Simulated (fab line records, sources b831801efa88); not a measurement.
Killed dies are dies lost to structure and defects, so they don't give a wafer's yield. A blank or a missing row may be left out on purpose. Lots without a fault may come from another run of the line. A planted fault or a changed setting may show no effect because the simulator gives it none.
Which tool did it? | flow sky130 | 12 lots, 36 wafers sampled, at 2 steps of a route of 708

WHAT THE GAUGES READ, wafer by wafer
SKY_VIA2_CD_MEAS_12: target cd 200 nm.
lot  | measured     | on        | cd_nm (nm)
L075 | day 36 22:01 | cd_sem-01 | 199.8 198.0 199.0
L077 | day 37 13:26 | cd_sem-01 | 201.0 201.5 200.1
L079 | day 38 19:52 | cd_sem-01 | 199.4 197.5 198.4
L080 | day 38 19:59 | cd_sem-02 | 200.5 202.6 201.2
L083 | day 39 16:35 | cd_sem-02 | 199.6 199.4 199.2
L086 | day 40 07:05 | cd_sem-02 | 201.1 198.9 198.3
L089 | day 41 03:17 | cd_sem-02 | 200.4 200.0 200.1
L087 | day 41 09:31 | cd_sem-02 | 200.0 200.7 199.7
L092 | day 42 03:41 | cd_sem-02 | 198.2 198.8 199.0
L093 | day 42 10:41 | cd_sem-01 | 198.7 199.2 198.0
L095 | day 42 22:47 | cd_sem-02 | 201.7 200.2 197.9
L096 | day 43 10:23 | cd_sem-01 | 199.3 200.5 199.2

WHICH TOOL RAN EACH LOT (tool, then ch and the chambers of the sampled wafers, then the start)
lot  | SKY_LI_CONTACT_ETCH_14
L075 | rie_diel-01 ch 0,1,3, day 29 12:05
L077 | rie_diel-01 ch 0,1,3, day 30 03:16
L079 | rie_diel-01 ch 1,2, day 31 10:56
L080 | rie_diel-01 ch 0,1,3, day 31 11:50
L083 | rie_diel-03 ch 0,2,3, day 32 11:25
L086 | rie_diel-04 ch 2,3, day 33 07:46
L089 | rie_diel-03 ch 1,2,3, day 33 23:37
L087 | rie_diel-03 ch 2,3, day 34 05:23
L092 | rie_diel-01 ch 1,3, day 35 19:34
L093 | rie_diel-03 ch 0,2,3, day 35 21:08
L095 | rie_diel-01 ch 1,2,3, day 36 11:56
L096 | rie_diel-04 ch 0,1,2, day 36 20:22
- SKY_LI_CONTACT_ETCH_14: etches BARC in N2/H2, stops on SiO2, time 45.9 s, target depth 60 nm.

THE ANSWER, worked out from the rows above alone
Rule: what is usual is taken from the lots themselves. Put in order of their means at a reading, lots are off if they are a third of the lots or fewer, leave a main group of 4 or more, and stand apart from it by a gap of 3 or more times the standard deviation of the main group's means; of several such gaps the widest counts. A main group whose means are all the same, to the digits that the tables above print for the reading, isn't used. A lot without any number at a reading at which 4 lots or more have one is off too. The other lots that the step has rows for count as sound.
No lot is off at any reading shown: from this, nothing can be told.

WHAT THE SIMULATOR HAD PUT IN
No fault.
